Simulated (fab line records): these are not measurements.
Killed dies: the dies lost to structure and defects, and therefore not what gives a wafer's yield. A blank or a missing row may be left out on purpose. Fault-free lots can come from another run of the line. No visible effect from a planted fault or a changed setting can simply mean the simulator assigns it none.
The tool behind it: which one? + flow gf180mcu + 39 wafers from 13 lots sampled at 5 of the route's 602 steps

WHAT EACH GAUGE READ, for each wafer
GF_STI_THK_MEAS_02.
| lot  | measured    | on            | STI_OXIDATION_THK (nm) |
|------|-------------|---------------|------------------------|
| L291 | day 1 13:58 | film metro-02 | 10.14 9.92 9.99        |
| L292 | day 1 16:31 | film metro-04 | 9.83 9.85 9.90         |
| L293 | day 1 21:39 | film metro-03 | 9.70 9.72 9.74         |
| L294 | day 2 03:38 | film metro-04 | 10.05 10.06 9.93       |
| L295 | day 2 07:43 | film metro-03 | 9.67 9.75 9.73         |
| L296 | day 2 13:11 | film metro-04 | 9.79 9.70 9.71         |
| L297 | day 2 17:31 | film metro-03 | 10.40 10.21 10.16      |
| L298 | day 3 00:41 | film metro-03 | 10.07 10.18 10.07      |
| L302 | day 3 18:31 | film metro-03 | 10.11 10.20 9.79       |
| L310 | day 5 10:31 | film metro-04 | 9.80 9.87 9.56         |
| L311 | day 5 15:31 | film metro-02 | 9.66 9.75 9.68         |
| L312 | day 5 20:32 | film metro-04 | 9.68 9.57 9.63         |
| L313 | day 6 06:02 | film metro-02 | 10.02 10.06 10.10      |

GF_STI_CD_MEAS_12 targets a cd of 220 nm.
| lot  | measured    | on        | cd nm (nm)                          |
|------|-------------|-----------|-------------------------------------|
| L291 | day 2 04:28 | cd sem-01 | 217.1 218.1 219.1                   |
| L292 | day 2 06:41 | cd sem-02 | 222.1 222.3 222.3                   |
| L293 | day 2 11:13 | cd sem-02 | 219.6 219.9 219.1                   |
| L294 | day 2 17:54 | cd sem-02 | 222.1 222.0 220.7                   |
| L295 | day 2 23:25 | cd sem-02 | 220.6 221.2 220.9                   |
| L296 | day 3 04:18 | cd sem-01 | 221.9 220.6 219.7                   |
| L297 | day 3 08:24 | cd sem-02 | 222.0 220.3 221.6                   |
| L298 | day 3 16:27 | cd sem-02 | 219.6 220.0 218.9                   |
| L302 | day 4 09:50 | cd sem-02 | 234.7 235.9 236.1 235.1 236.1 236.5 |
| L310 | day 6 06:01 | cd sem-02 | 218.9 217.6 217.8                   |
| L311 | day 6 07:44 | cd sem-01 | 219.9 220.3 220.6                   |
| L312 | day 6 13:55 | cd sem-01 | 218.5 220.5 219.5                   |
| L313 | day 6 22:37 | cd sem-02 | 219.4 220.0 219.5                   |

GF_VT_IMPLANT_OVL_MEAS_07.
| lot  | measured     | on         | VT_IMPLANT_OVL (nm) |
|------|--------------|------------|---------------------|
| L291 | day 5 17:41  | overlay-01 | -2.1 -2.6 -1.1      |
| L292 | day 5 20:05  | overlay-01 | 1.3 1.2 -1.5        |
| L293 | day 5 23:18  | overlay-02 | -1.7 -1.6 -2.7      |
| L294 | day 6 11:06  | overlay-02 | 0.3 1.6 0.4         |
| L295 | day 6 20:13  | overlay-01 | 0.5 1.7 0.4         |
| L296 | day 7 00:16  | overlay-02 | -2.2 0.0 0.1        |
| L297 | day 7 03:24  | overlay-01 | -0.4 0.9 1.8        |
| L298 | day 7 13:08  | overlay-01 | -3.3 -3.4 -5.0      |
| L302 | day 8 10:00  | overlay-02 | -1.7 0.0 -1.6       |
| L310 | day 10 23:41 | overlay-02 | -4.0 -1.2 -2.9      |
| L311 | day 11 01:35 | overlay-01 | -1.6 0.1 -0.1       |
| L312 | day 11 04:14 | overlay-02 | 2.9 -0.6 -0.8       |
| L313 | day 11 11:11 | overlay-01 | -1.7 -0.4 -1.4      |

GF_HV_LDD_OVL_MEAS_08.
| lot  | measured     | on         | HV_LDD_OVL (nm) |
|------|--------------|------------|-----------------|
| L291 | day 10 02:41 | overlay-02 | -1.4 1.3 0.7    |
| L292 | day 10 04:52 | overlay-01 | -1.1 -0.2 -1.1  |
| L293 | day 10 10:20 | overlay-02 | -0.8 -1.0 -2.0  |
| L294 | day 10 20:59 | overlay-01 | 2.5 -1.0 2.3    |
| L295 | day 11 08:26 | overlay-02 | 0.4 0.4 0.7     |
| L296 | day 11 14:28 | overlay-02 | -0.6 -0.3 -0.3  |
| L297 | day 11 18:13 | overlay-02 | 0.8 1.8 2.5     |
| L298 | day 12 04:53 | overlay-02 | 0.6 2.2 1.4     |
| L302 | day 13 09:40 | overlay-02 | -0.2 1.1 1.5    |
| L310 | day 16 10:43 | overlay-02 | 2.7 2.3 1.4     |
| L311 | day 16 14:10 | overlay-01 | -2.0 -1.8 -1.8  |
| L312 | day 16 17:42 | overlay-01 | 1.5 4.2 3.5     |
| L313 | day 16 22:59 | overlay-01 | 0.4 -0.2 -0.8   |

EACH LOT AND THE TOOL THAT RAN IT (in order: tool; ch and the chambers of the sampled wafers; start)
| lot  | GF_STI_EXPOSE_09                 |
|------|----------------------------------|
| L291 | krf scanner-01 ch 0, day 1 22:41 |
| L292 | krf scanner-02 ch 0, day 2 01:02 |
| L293 | krf scanner-01 ch 0, day 2 05:20 |
| L294 | krf scanner-01 ch 0, day 2 12:12 |
| L295 | krf scanner-01 ch 0, day 2 16:54 |
| L296 | krf scanner-02 ch 0, day 2 22:55 |
| L297 | krf scanner-02 ch 0, day 3 02:26 |
| L298 | krf scanner-02 ch 0, day 3 10:30 |
| L302 | krf scanner-02 ch 0, day 4 03:19 |
| L310 | krf scanner-02 ch 0, day 5 22:40 |
| L311 | krf scanner-02 ch 0, day 6 00:41 |
| L312 | krf scanner-02 ch 0, day 6 06:50 |
| L313 | krf scanner-02 ch 0, day 6 15:25 |
- GF_STI_EXPOSE_09: exposes mask COMP, target cd 220 nm.

WHAT THE TOOLS THEMSELVES READ (means of the sampled wafers that have a number; where no wafer has one, the mark that the record gives instead)
GF_STI_EXPOSE_09.
| lot  | tool           | exposure dose mJ cm2 |
|------|----------------|----------------------|
| L291 | krf scanner-01 | 27.987               |
| L292 | krf scanner-02 | 27.982               |
| L293 | krf scanner-01 | 27.998               |
| L294 | krf scanner-01 | 28.000               |
| L295 | krf scanner-01 | 27.961               |
| L296 | krf scanner-02 | 27.980               |
| L297 | krf scanner-02 | 27.975               |
| L298 | krf scanner-02 | 28.003               |
| L302 | krf scanner-02 | 27.997               |
| L310 | krf scanner-02 | 27.970               |
| L311 | krf scanner-02 | 27.972               |
| L312 | krf scanner-02 | 28.041               |
| L313 | krf scanner-02 | 28.007               |

THE ANSWER, worked out from the rows above alone
Rule: the usual values come from the lots themselves. The widest of any qualifying gaps counts: lots, ordered by their means at a reading, are off when they make up no more than a third of the lots, leave a main group of 4 or more, and stand apart from it by 3 or more times the standard deviation of that group's means. The tables above print the reading to a certain number of digits; a main group whose means all agree to those digits is not used. Also off: a lot with no number at a reading for which 4 or more lots have one. Where the step has rows for the other lots, those lots are counted as sound. Order of review: gauges by route order, followed by the tools' own readings, for which a lot's mean as printed above is used. At the first step where some lot is off, the reading lying furthest off is the one used; lots without a number count as furthest.
Off at GF_STI_CD_MEAS_12 (cd nm): L302. For the main group the mean is 220.1 nm and the standard deviation 1.2.
If a tool, at a process step before that reading, ran all the lots that are off and no sound lot after the first of them, it fits. Those tools and the gauges at GF_STI_CD_MEAS_12 are tried in the same way. Not one of the candidates tried fits.

WHAT HAD BEEN PUT IN BY THE SIMULATOR
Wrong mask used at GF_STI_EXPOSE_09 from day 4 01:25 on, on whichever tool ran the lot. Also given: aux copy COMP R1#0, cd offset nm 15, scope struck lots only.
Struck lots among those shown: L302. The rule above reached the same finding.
